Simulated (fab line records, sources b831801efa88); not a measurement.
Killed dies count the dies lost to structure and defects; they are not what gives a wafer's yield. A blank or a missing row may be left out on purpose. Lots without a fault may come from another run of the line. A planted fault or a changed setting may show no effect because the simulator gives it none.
Which tool was responsible?	flow sky130	39 wafers from 13 lots sampled at 5 of the route's 708 steps

## WHAT THE GAUGES READ, wafer by wafer
The record holds no reading of a measuring or inspecting step that can be judged against a usual standard deviation.

## EACH LOT AND THE TOOL THAT RAN IT (in order: tool; ch and the chambers of the sampled wafers; start)
lot	SKY_CONTACT_HDPCVD_02	SKY_VIA3_CMP_24	SKY_METAL4_METAL_ETCH_18	SKY_METAL5_SPUTTER_04	SKY_PAD_OPEN_PROBE_99
L330	hdpcvd-01 ch 1,2, day 30 10:19	cmp-02 ch 0,1,2, day 39 16:57	rie-metal-02 ch 0,1, day 41 18:42	pvd-sputter-04, day 42 20:44	-
L331	hdpcvd-01 ch 0,1, day 30 13:38	cmp-01 ch 0,1,3, day 39 21:36	rie-metal-02 ch 0,1, day 41 22:14	pvd-sputter-03, day 43 00:13	-
L332	hdpcvd-01 ch 1,2, day 30 20:28	cmp-01 ch 0,1, day 39 23:26	rie-metal-01 ch 1, day 42 02:04	pvd-sputter-04, day 43 04:51	-
L333	hdpcvd-01 ch 0,1,2, day 31 04:35	cmp-02 ch 0,1,3, day 40 07:55	rie-metal-01 ch 0,1, day 42 09:35	pvd-sputter-04, day 43 10:52	-
L334	hdpcvd-01 ch 0,1, day 31 18:38	cmp-02 ch 0,1,2, day 40 22:47	rie-metal-02 ch 0,1, day 42 22:08	pvd-sputter-01, day 44 00:09	-
L335	hdpcvd-02 ch 0,2, day 32 05:40	cmp-02 ch 0,2,3, day 41 04:52	rie-metal-03 ch 0,1, day 43 05:15	pvd-sputter-03, day 44 07:15	-
L337	hdpcvd-01 ch 1,2, day 32 19:44	cmp-01 ch 0,2,3, day 41 18:11	rie-metal-02 ch 1, day 43 18:14	pvd-sputter-03, day 44 21:02	-
L338	hdpcvd-02 ch 1,2, day 33 04:32	cmp-02 ch 1,2, day 42 03:48	rie-metal-02 ch 0,1, day 44 03:37	pvd-sputter-04, day 45 03:40	-
L339	hdpcvd-01 ch 0,2, day 33 11:38	cmp-02 ch 0,3, day 42 08:16	rie-metal-01 ch 1, day 44 06:31	pvd-sputter-01, day 45 07:09	-
L347	hdpcvd-01 ch 0,2, day 36 00:28	cmp-02 ch 0,1, day 44 16:13	rie-metal-03 ch 0,1, day 46 11:17	pvd-sputter-01, day 47 10:17	prober-02, day 49 20:33
L349	hdpcvd-01 ch 0,1,2, day 36 15:14	cmp-01 ch 1,2,3, day 45 01:23	rie-metal-03 ch 0, day 46 20:49	pvd-sputter-04, day 47 19:26	prober-02, day 50 04:47
L350	hdpcvd-02 ch 0,1,2, day 36 22:13	cmp-02 ch 0,1,3, day 45 09:58	rie-metal-02 ch 0,1, day 47 04:20	pvd-sputter-04, day 48 02:29	-
L351	hdpcvd-02 ch 0,1, day 37 00:47	cmp-02 ch 0,1, day 45 11:04	rie-metal-03 ch 0,1, day 47 05:02	pvd-sputter-04, day 48 03:17	-
- SKY_CONTACT_HDPCVD_02: deposits SiO2, target thk 565 nm, time 94.2 s.
- SKY_VIA3_CMP_24: polishes, stops on SiO2, t overpolish 20 s, target thk 0 nm.
- SKY_METAL4_METAL_ETCH_18: etches the open film in Cl2/BCl3, stops on SiO2, target depth 845 nm, time 183.1 s.
- SKY_METAL5_SPUTTER_04: material TiN, target thk 70 nm, time 58.3 s.
- SKY_PAD_OPEN_PROBE_99

## AS READ BY THE TOOLS THEMSELVES (means over the sampled wafers that have a number; for cases with no such wafer, the mark the record gives instead)
SKY_CONTACT_HDPCVD_02. Usual: sih4-flow-sccm reads 59.95 sccm (standard deviation 0.18).
lot	tool	sih4-flow-sccm (sccm)	flag
L330	hdpcvd-01	60.08	
L331	hdpcvd-01	59.98	
L332	hdpcvd-01	60.18	
L333	hdpcvd-01	59.89	
L334	hdpcvd-01	60.01	
L335	hdpcvd-02	59.87	
L337	hdpcvd-01	59.99	
L338	hdpcvd-02	60.02	
L339	hdpcvd-01	59.98	
L347	hdpcvd-01	59.97	
L349	hdpcvd-01	59.90	
L350	hdpcvd-02	59.93	
L351	hdpcvd-02	60.02	

SKY_VIA3_CMP_24. Usual: motor-current-A 10.8 A, standard deviation 1.4; overpolish-run-s 19.999 s, standard deviation 0.0087; time-to-endpoint-s 93 s, standard deviation 3.1.
lot	tool	motor-current-A (A)	overpolish-run-s (s)	time-to-endpoint-s (s)	flag
L330	cmp-02	10.3	19.997	91	
L331	cmp-01	11.2	20.002	93	
L332	cmp-01	10.7	19.997	93	
L333	cmp-02	10.7	19.994	92	
L334	cmp-02	10.3	20.001	92	
L335	cmp-02	11.4	19.989	93	
L337	cmp-01	10.4	20.002	93	
L338	cmp-02	10.0	20.008	93	
L339	cmp-02	11.3	20.008	98	
L347	cmp-02	9.6	19.992	96	
L349	cmp-01	11.9	19.999	88	
L350	cmp-02	10.7	19.997	93	
L351	cmp-02	10.6	19.994	94	

SKY_METAL4_METAL_ETCH_18. Usual: drypump-motor-current-A 5.8 A, standard deviation 0.33; oes-product-au 0.864 a.u., standard deviation 0.0056; rf-fwd-power-W 897.4 W, standard deviation 2.5; throttle-valve-pct 22.264 %, standard deviation 0.0086.
lot	tool	drypump-motor-current-A (A)	oes-product-au (a.u.)	rf-fwd-power-W (W)	throttle-valve-pct (%)	flag
L330	rie-metal-02	5.7	0.863	898.0	22.265	
L331	rie-metal-02	5.7	0.868	896.0	22.273	
L332	rie-metal-01	5.4	0.861	897.2	22.257	
L333	rie-metal-01	5.5	0.861	896.4	22.263	
L334	rie-metal-02	5.6	0.864	899.5	22.261	
L335	rie-metal-03	6.0	0.859	895.5	22.266	
L337	rie-metal-02	5.8	0.869	899.8	22.265	
L338	rie-metal-02	5.7	0.870	896.5	22.258	
L339	rie-metal-01	5.4	0.873	899.5	22.266	
L347	rie-metal-03	6.2	0.859	900.2	22.267	
L349	rie-metal-03	6.4	0.859	895.1	22.260	
L350	rie-metal-02	5.7	0.870	893.4	22.262	
L351	rie-metal-03	6.0	0.861	899.0	22.260	

SKY_METAL5_SPUTTER_04. Usual: chamber-pressure-pa 0.3999 Pa, standard deviation 0.00076; throttle-valve-pct 30.5 %, standard deviation 1.2.
lot	tool	chamber-pressure-pa (Pa)	throttle-valve-pct (%)	flag
L330	pvd-sputter-04	0.3997	29.1	
L331	pvd-sputter-03	0.4002	30.6	
L332	pvd-sputter-04	0.4005	28.9	
L333	pvd-sputter-04	0.3999	29.9	
L334	pvd-sputter-01	0.3999	29.5	
L335	pvd-sputter-03	0.3996	30.8	
L337	pvd-sputter-03	0.3998	30.0	
L338	pvd-sputter-04	0.3994	31.1	
L339	pvd-sputter-01	0.3995	31.2	
L347	pvd-sputter-01	0.3999	30.7	
L349	pvd-sputter-04	0.3999	31.6	
L350	pvd-sputter-04	0.4008	30.4	
L351	pvd-sputter-04	0.3996	30.0	

SKY_PAD_OPEN_PROBE_99. Usual: killed_at_M0_to_M3 43, standard deviation 6.3; killed_at_M4_up 3.1, standard deviation 1.9; killed-at-contacts 24, standard deviation 5.1; killed-at-front-end 14, standard deviation 4.3; killed-at-other 0.3, standard deviation 0.53; killed-dies 85, standard deviation 8.8; killed-open 46, standard deviation 7.1; killed-short 38, standard deviation 5.9.
lot	tool	killed_at_M0_to_M3	killed_at_M4_up	killed-at-contacts	killed-at-front-end	killed-at-other	killed-dies	killed-open	killed-short	flag
L347	prober-02	37	1.3	67	14	1.0	121	36	38	OFF
L349	prober-02	39	2.3	67	13	0.0	122	44	31	OFF

## THE ANSWER, worked out from the rows above alone
Rule: take the mean of a lot's wafers that have a number; if it is more than 3 standard deviations from the usual mean, the lot is off. A lot without any number at a reading at which 4 lots or more have one is off too. All remaining lots with rows at the step are treated as sound. After the gauges, taken in route order, come the tools' own readings; for these a lot's mean is taken, as printed above. At the first step where some lot is off, the reading lying furthest off is the one used; lots without a number count as furthest.
Off, at SKY_PAD_OPEN_PROBE_99 on killed-at-contacts: L347, L349. Neither off nor sound, because the step has no rows for them: L330, L331, L332, L333, L334, L335, L337, L338, L339, L350, L351.
If a tool, at that step or one of the process steps before it, ran each lot that is off and ran no sound lot following the first of them, it fits. Can't be told from this: 3 tools fit, hdpcvd-01 at SKY_CONTACT_HDPCVD_02, rie-metal-03 at SKY_METAL4_METAL_ETCH_18, prober-02 at SKY_PAD_OPEN_PROBE_99.

## WHAT THE SIMULATOR PUT IN
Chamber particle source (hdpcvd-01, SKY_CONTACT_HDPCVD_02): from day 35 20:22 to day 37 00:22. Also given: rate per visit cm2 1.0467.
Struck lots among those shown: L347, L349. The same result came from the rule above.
